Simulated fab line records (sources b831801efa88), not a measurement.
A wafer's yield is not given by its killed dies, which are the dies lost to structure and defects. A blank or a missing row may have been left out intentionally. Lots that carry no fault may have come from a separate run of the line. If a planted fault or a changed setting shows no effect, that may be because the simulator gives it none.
The tool behind it: which one? :: flow gf180mcu :: Sampling: 10 lots, 30 wafers, 5 of 602 route steps

## WHAT THE GAUGES SHOWED, per wafer
GF_TOP_METAL_RS_MEAS_05: measurement is done with a four-point probe.
lot: L221
measured: day 27 02:53
on: film metro-04
TOP_METAL_ALCU_RS (ohm/sq): 0.0320 0.0327 0.0321

lot: L222
measured: day 27 11:37
on: film metro-04
TOP_METAL_ALCU_RS (ohm/sq): 0.0330 0.0329 0.0325

lot: L223
measured: day 27 20:13
on: film metro-02
TOP_METAL_ALCU_RS (ohm/sq): 0.0318 0.0320 0.0323

lot: L226
measured: day 28 19:55
on: film metro-01
TOP_METAL_ALCU_RS (ohm/sq): 0.0322 0.0322 0.0325

lot: L230
measured: day 30 02:40
on: film metro-02
TOP_METAL_ALCU_RS (ohm/sq): 0.0326 0.0332 0.0329

lot: L235
measured: day 31 11:05
on: film metro-02
TOP_METAL_ALCU_RS (ohm/sq): 0.0325 0.0324 0.0327

lot: L236
measured: day 31 17:48
on: film metro-04
TOP_METAL_ALCU_RS (ohm/sq): 0.0337 0.0335 0.0330

lot: L240
measured: day 32 14:14
on: film metro-04
TOP_METAL_ALCU_RS (ohm/sq): 0.0316 0.0322 0.0317

lot: L243
measured: day 33 06:29
on: film metro-01
TOP_METAL_ALCU_RS (ohm/sq): 0.0331 0.0327 0.0328

lot: L244
measured: day 33 16:16
on: film metro-02
TOP_METAL_ALCU_RS (ohm/sq): 0.0332 0.0327 0.0330

GF_PASSIVATION_THK_MEAS_01.
lot: L221
measured: day 27 23:14
on: film metro-03
PASSIVATION_CVD_00_THK (nm): 996 1018 1006

lot: L222
measured: day 28 08:11
on: film metro-04
PASSIVATION_CVD_00_THK (nm): 1000 1019 1012

lot: L223
measured: day 28 16:37
on: film metro-04
PASSIVATION_CVD_00_THK (nm): 980 997 1000

lot: L226
measured: day 29 15:47
on: film metro-01
PASSIVATION_CVD_00_THK (nm): 1004 1003 1011

lot: L230
measured: day 30 21:24
on: film metro-01
PASSIVATION_CVD_00_THK (nm): 998 1003 1017

lot: L235
measured: day 32 04:16
on: film metro-01
PASSIVATION_CVD_00_THK (nm): 648 1026 659 648 1025 658

lot: L236
measured: day 32 11:17
on: film metro-03
PASSIVATION_CVD_00_THK (nm): 1010 633 1028 1008 633 1027

lot: L240
measured: day 33 07:08
on: film metro-01
PASSIVATION_CVD_00_THK (nm): 999 991 1016

lot: L243
measured: day 33 23:34
on: film metro-01
PASSIVATION_CVD_00_THK (nm): 1002 1023 989

lot: L244
measured: day 34 08:54
on: film metro-01
PASSIVATION_CVD_00_THK (nm): 1007 1004 1014

## WHICH TOOL RAN EACH LOT (tool, then ch and the chambers of the sampled wafers, then the start)
lot: L221
GF_V5_STRIP_18: plasma asher-02 ch 0,1, day 27 01:25
GF_TOP_METAL_SPUTTER_01: pvd sputter-02, day 27 02:44
GF_PASSIVATION_CVD_00: pecvd-01 ch 0,1, day 27 23:08

lot: L222
GF_V5_STRIP_18: plasma asher-03 ch 0,1, day 27 10:04
GF_TOP_METAL_SPUTTER_01: pvd sputter-02, day 27 11:30
GF_PASSIVATION_CVD_00: pecvd-01 ch 0,1, day 28 08:06

lot: L223
GF_V5_STRIP_18: plasma asher-03 ch 0,1, day 27 18:43
GF_TOP_METAL_SPUTTER_01: pvd sputter-01, day 27 20:04
GF_PASSIVATION_CVD_00: pecvd-02 ch 0,1, day 28 16:31

lot: L226
GF_V5_STRIP_18: plasma asher-02 ch 0,1, day 28 18:28
GF_TOP_METAL_SPUTTER_01: pvd sputter-02, day 28 19:47
GF_PASSIVATION_CVD_00: pecvd-01 ch 0,1, day 29 15:42

lot: L230
GF_V5_STRIP_18: plasma asher-03 ch 0,1, day 30 01:07
GF_TOP_METAL_SPUTTER_01: pvd sputter-02, day 30 02:32
GF_PASSIVATION_CVD_00: pecvd-03 ch 1,2, day 30 21:19

lot: L235
GF_V5_STRIP_18: plasma asher-03 ch 0,1, day 31 09:35
GF_TOP_METAL_SPUTTER_01: pvd sputter-02, day 31 10:57
GF_PASSIVATION_CVD_00: pecvd-01 ch 0,2, day 32 04:10

lot: L236
GF_V5_STRIP_18: plasma asher-03 ch 0,1, day 31 16:22
GF_TOP_METAL_SPUTTER_01: pvd sputter-03, day 31 17:41
GF_PASSIVATION_CVD_00: pecvd-01 ch 0,1,2, day 32 11:12

lot: L240
GF_V5_STRIP_18: plasma asher-02 ch 0,1, day 32 12:47
GF_TOP_METAL_SPUTTER_01: pvd sputter-02, day 32 14:07
GF_PASSIVATION_CVD_00: pecvd-02 ch 1,2, day 33 07:03

lot: L243
GF_V5_STRIP_18: plasma asher-03 ch 0,1, day 33 05:00
GF_TOP_METAL_SPUTTER_01: pvd sputter-01, day 33 06:20
GF_PASSIVATION_CVD_00: pecvd-02 ch 0,2, day 33 23:28

lot: L244
GF_V5_STRIP_18: plasma asher-02 ch 0,1, day 33 14:48
GF_TOP_METAL_SPUTTER_01: pvd sputter-03, day 33 16:08
GF_PASSIVATION_CVD_00: pecvd-03 ch 1,2, day 34 08:49
- GF_V5_STRIP_18: strips in O2/N2.
- GF_TOP_METAL_SPUTTER_01: material TiN, target thk 30 nm, time 25 s.
- GF_PASSIVATION_CVD_00: deposits SiO2 from TEOS, target thk 1000 nm, time 111.95 s.

## WHAT THE TOOLS THEMSELVES READ (means of the sampled wafers that have a number; where no wafer has one, the mark that the record gives instead)
GF_V5_STRIP_18.
lot: L221
tool: plasma asher-02
drypump motor current A (A): 6.1
heater power w (W): 396
oes product au (a.u.): 0.575

lot: L222
tool: plasma asher-03
drypump motor current A (A): 6.0
heater power w (W): 311
oes product au (a.u.): 0.572

lot: L223
tool: plasma asher-03
drypump motor current A (A): 6.0
heater power w (W): 314
oes product au (a.u.): 0.568

lot: L226
tool: plasma asher-02
drypump motor current A (A): 6.1
heater power w (W): 392
oes product au (a.u.): 0.572

lot: L230
tool: plasma asher-03
drypump motor current A (A): 5.6
heater power w (W): 298
oes product au (a.u.): 0.566

lot: L235
tool: plasma asher-03
drypump motor current A (A): 6.0
heater power w (W): 316
oes product au (a.u.): 0.569

lot: L236
tool: plasma asher-03
drypump motor current A (A): 5.6
heater power w (W): 299
oes product au (a.u.): 0.572

lot: L240
tool: plasma asher-02
drypump motor current A (A): 6.1
heater power w (W): 393
oes product au (a.u.): 0.570

lot: L243
tool: plasma asher-03
drypump motor current A (A): 5.6
heater power w (W): 295
oes product au (a.u.): 0.572

lot: L244
tool: plasma asher-02
drypump motor current A (A): 6.1
heater power w (W): 394
oes product au (a.u.): 0.567

GF_TOP_METAL_SPUTTER_01.
lot: L221
tool: pvd sputter-02
throttle valve pct (%): 28.6

lot: L222
tool: pvd sputter-02
throttle valve pct (%): 29.5

lot: L223
tool: pvd sputter-01
throttle valve pct (%): 30.3

lot: L226
tool: pvd sputter-02
throttle valve pct (%): 29.2

lot: L230
tool: pvd sputter-02
throttle valve pct (%): 29.6

lot: L235
tool: pvd sputter-02
throttle valve pct (%): 30.2

lot: L236
tool: pvd sputter-03
throttle valve pct (%): 30.4

lot: L240
tool: pvd sputter-02
throttle valve pct (%): 28.8

lot: L243
tool: pvd sputter-01
throttle valve pct (%): 29.4

lot: L244
tool: pvd sputter-03
throttle valve pct (%): 30.1

GF_PASSIVATION_CVD_00.
lot: L221
tool: pecvd-01
heater power w (W): 710
rf fwd power W (W): 595.6

lot: L222
tool: pecvd-01
heater power w (W): 766
rf fwd power W (W): 596.4

lot: L223
tool: pecvd-02
heater power w (W): 654
rf fwd power W (W): 594.9

lot: L226
tool: pecvd-01
heater power w (W): 744
rf fwd power W (W): 594.2

lot: L230
tool: pecvd-03
heater power w (W): 726
rf fwd power W (W): 596.1

lot: L235
tool: pecvd-01
heater power w (W): 735
rf fwd power W (W): 596.2

lot: L236
tool: pecvd-01
heater power w (W): 709
rf fwd power W (W): 594.6

lot: L240
tool: pecvd-02
heater power w (W): 561
rf fwd power W (W): 597.0

lot: L243
tool: pecvd-02
heater power w (W): 636
rf fwd power W (W): 595.2

lot: L244
tool: pecvd-03
heater power w (W): 706
rf fwd power W (W): 597.4

## THE ANSWER, worked out from the rows above alone
Rule: what is usual is taken from the lots themselves. Put in order of their means at a reading, lots are off if they are a third of the lots or fewer, leave a main group of 4 or more, and stand apart from it by a gap of 3 or more times the standard deviation of the main group's means; of several such gaps the widest counts. Not used: any main group whose means are identical at the precision the tables above print for the reading. Also off: a lot with no number at a reading for which 4 or more lots have one. Any other lot the step has rows for is counted as sound. After the gauges, taken in route order, come the tools' own readings; for these a lot's mean is taken, as printed above. At the first step where some lot is off, the reading lying furthest off is the one used; lots without a number count as furthest.
Off: L235, L236, seen at GF_PASSIVATION_THK_MEAS_01 (PASSIVATION_CVD_00_THK). Mean 1005 nm and standard deviation 5.2 in the main group.
If a tool, at a process step before that reading, ran all the lots that are off and no sound lot after the first of them, it fits. Gauges at GF_PASSIVATION_THK_MEAS_01: tried the same way as those tools. One candidate fits, namely pecvd-01 at GF_PASSIVATION_CVD_00. Its last sound lot is L226 (day 29 15:42), its first lot that is off L235 (day 32 04:10): a fault that began between those two fits.

## WHAT THE SIMULATOR HAD PUT IN
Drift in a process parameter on pecvd-01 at GF_PASSIVATION_CVD_00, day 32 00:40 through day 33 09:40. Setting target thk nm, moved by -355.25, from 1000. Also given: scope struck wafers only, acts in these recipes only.
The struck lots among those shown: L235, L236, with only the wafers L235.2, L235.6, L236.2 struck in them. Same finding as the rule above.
